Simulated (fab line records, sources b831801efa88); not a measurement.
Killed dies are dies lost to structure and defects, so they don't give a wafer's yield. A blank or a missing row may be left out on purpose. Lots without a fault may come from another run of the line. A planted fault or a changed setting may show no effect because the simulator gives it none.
Which tool did it? | flow sky130 | 12 lots, 36 wafers sampled, at 4 steps of a route of 708

WHAT THE GAUGES READ, wafer by wafer
SKY_SONOS_ONO_CD_MEAS_13: target cd 410 nm. Usual: cd_nm 409.3 nm, standard deviation 2.7.
lot  | measured     | on        | cd_nm (nm)        | flag
L728 | day 12 20:25 | cd_sem-02 | 411.1 414.1 412.2 |
L729 | day 12 23:49 | cd_sem-02 | 408.9 406.0 406.9 |
L731 | day 13 23:51 | cd_sem-01 | 414.4 412.7 412.6 |
L732 | day 14 05:39 | cd_sem-01 | 409.9 409.6 409.3 |
L733 | day 14 09:52 | cd_sem-02 | 407.3 403.9 407.5 |
L734 | day 14 19:06 | cd_sem-01 | 411.4 409.1 411.1 |
L741 | day 17 09:04 | cd_sem-01 | 408.6 408.2 408.4 |
L742 | day 17 12:58 | cd_sem-02 | 406.7 405.4 407.7 |
L744 | day 18 01:58 | cd_sem-01 | 412.4 414.9 415.8 |
L746 | day 19 02:46 | cd_sem-01 | 406.7 406.7 405.8 |
L747 | day 19 07:02 | cd_sem-02 | 406.2 406.4 408.2 |
L751 | day 20 15:37 | cd_sem-01 | 405.8 407.1 407.7 |

SKY_RES_PROTECT_TW_MEAS_08. Usual: POLY_GATE_TW 4054, standard deviation 23.
lot  | measured     | on            | POLY_GATE_TW   | flag
L728 | day 15 05:35 | film_metro-02 | 4058 4052 4022 |
L729 | day 15 09:59 | film_metro-03 | 4061 4072 4035 |
L731 | day 16 12:10 | film_metro-03 | 4030 3994 4037 |
L732 | day 16 21:31 | film_metro-02 | 4038 4057 4040 |
L733 | day 17 00:18 | film_metro-04 | 4096 4091 4101 |
L734 | day 17 10:36 | film_metro-02 | 4029 4055 4056 |
L741 | day 20 04:43 | film_metro-03 | 4037 4007 79   | OFF
L742 | day 20 14:10 | film_metro-03 | 4054 79 4049   | OFF
L744 | day 20 22:29 | film_metro-02 | 4070 4056 78   | OFF
L746 | day 22 02:47 | film_metro-03 | 4052 4036 4050 |
L747 | day 22 04:01 | film_metro-03 | 4039 4064 4066 |
L751 | day 23 12:46 | film_metro-02 | 4055 4040 4063 |

WHICH TOOL RAN EACH LOT (tool, then ch and the chambers of the sampled wafers, then the start)
lot  | SKY_SONOS_ONO_STRIP_17               | SKY_RES_PROTECT_DEVELOP_06
L728 | plasma_asher-01 ch 0,1, day 12 20:41 | litho_track-04 ch 0, day 15 05:13
L729 | plasma_asher-02 ch 0,1, day 13 00:03 | litho_track-02 ch 0, day 15 09:38
L731 | plasma_asher-02 ch 0,1, day 14 00:07 | litho_track-02 ch 0, day 16 11:46
L732 | plasma_asher-02 ch 0,1, day 14 05:55 | litho_track-01 ch 0, day 16 21:06
L733 | plasma_asher-01 ch 0,1, day 14 10:08 | litho_track-01 ch 0, day 16 23:54
L734 | plasma_asher-01 ch 0,1, day 14 19:22 | litho_track-01 ch 0, day 17 10:12
L741 | plasma_asher-02 ch 0,1, day 17 09:19 | litho_track-04 ch 0, day 20 04:22
L742 | plasma_asher-01 ch 0,1, day 17 13:14 | litho_track-04 ch 0, day 20 13:44
L744 | plasma_asher-04 ch 0,1, day 18 02:14 | litho_track-04 ch 0, day 20 22:05
L746 | plasma_asher-04 ch 0,1, day 19 03:00 | litho_track-01 ch 0, day 22 02:25
L747 | plasma_asher-02 ch 0,1, day 19 07:17 | litho_track-01 ch 0, day 22 03:37
L751 | plasma_asher-04 ch 0,1, day 20 15:52 | litho_track-02 ch 0, day 23 12:22
- SKY_SONOS_ONO_STRIP_17: strips in O2/N2.
- SKY_RES_PROTECT_DEVELOP_06: develop time 60 s.

WHAT THE TOOLS THEMSELVES READ (means of the sampled wafers that have a number; where no wafer has one, the mark that the record gives instead)
SKY_SONOS_ONO_STRIP_17. Usual: drypump_motor_current_A 5.6 A, standard deviation 0.49; oes_product_au 0.710 a.u., standard deviation 0.004; strip_time_to_endpoint_s 14.09 s, standard deviation 0.043.
lot  | tool            | drypump_motor_current_A (A) | oes_product_au (a.u.) | strip_time_to_endpoint_s (s) | flag
L728 | plasma_asher-01 | 5.7                         | 0.711                 | 14.09                        |
L729 | plasma_asher-02 | 5.4                         | 0.709                 | 14.14                        |
L731 | plasma_asher-02 | 5.6                         | 0.714                 | 14.12                        |
L732 | plasma_asher-02 | 5.4                         | 0.710                 | 14.10                        |
L733 | plasma_asher-01 | 5.7                         | 0.713                 | 14.06                        |
L734 | plasma_asher-01 | 5.4                         | 0.712                 | 14.16                        |
L741 | plasma_asher-02 | 5.6                         | 0.708                 | 14.07                        |
L742 | plasma_asher-01 | 5.4                         | 0.710                 | 14.04                        |
L744 | plasma_asher-04 | 5.9                         | 0.707                 | 14.12                        |
L746 | plasma_asher-04 | 5.9                         | 0.713                 | 14.08                        |
L747 | plasma_asher-02 | 5.6                         | 0.711                 | 14.11                        |
L751 | plasma_asher-04 | 5.9                         | 0.709                 | 14.05                        |

THE ANSWER, worked out from the rows above alone
Rule: a lot is off if the mean of its wafers that have a number lies more than 3 standard deviations from the usual mean. A lot without any number at a reading at which 4 lots or more have one is off too. The other lots that the step has rows for count as sound. The gauges are gone through in route order, then the tools' own readings, and for those a lot's mean is taken as printed above. The first step at which some lot is off is used, and at that step the reading that is off furthest; a lot without a number counts as furthest.
Off: L741, L742, L744, at SKY_RES_PROTECT_TW_MEAS_08 (POLY_GATE_TW).
A tool fits if, at a process step before that reading, it ran every lot that is off, and no sound lot after the first of them. The gauges at SKY_RES_PROTECT_TW_MEAS_08 are tried like those tools. One fits: litho_track-04 at SKY_RES_PROTECT_DEVELOP_06. Its last sound lot is L728 (day 15 05:13), its first lot that is off L741 (day 20 04:22): a fault that began between those two fits.

WHAT THE SIMULATOR HAD PUT IN
Process parameter drift: litho_track-04, from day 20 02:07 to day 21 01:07, at SKY_RES_PROTECT_DEVELOP_06. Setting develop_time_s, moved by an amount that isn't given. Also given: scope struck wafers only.
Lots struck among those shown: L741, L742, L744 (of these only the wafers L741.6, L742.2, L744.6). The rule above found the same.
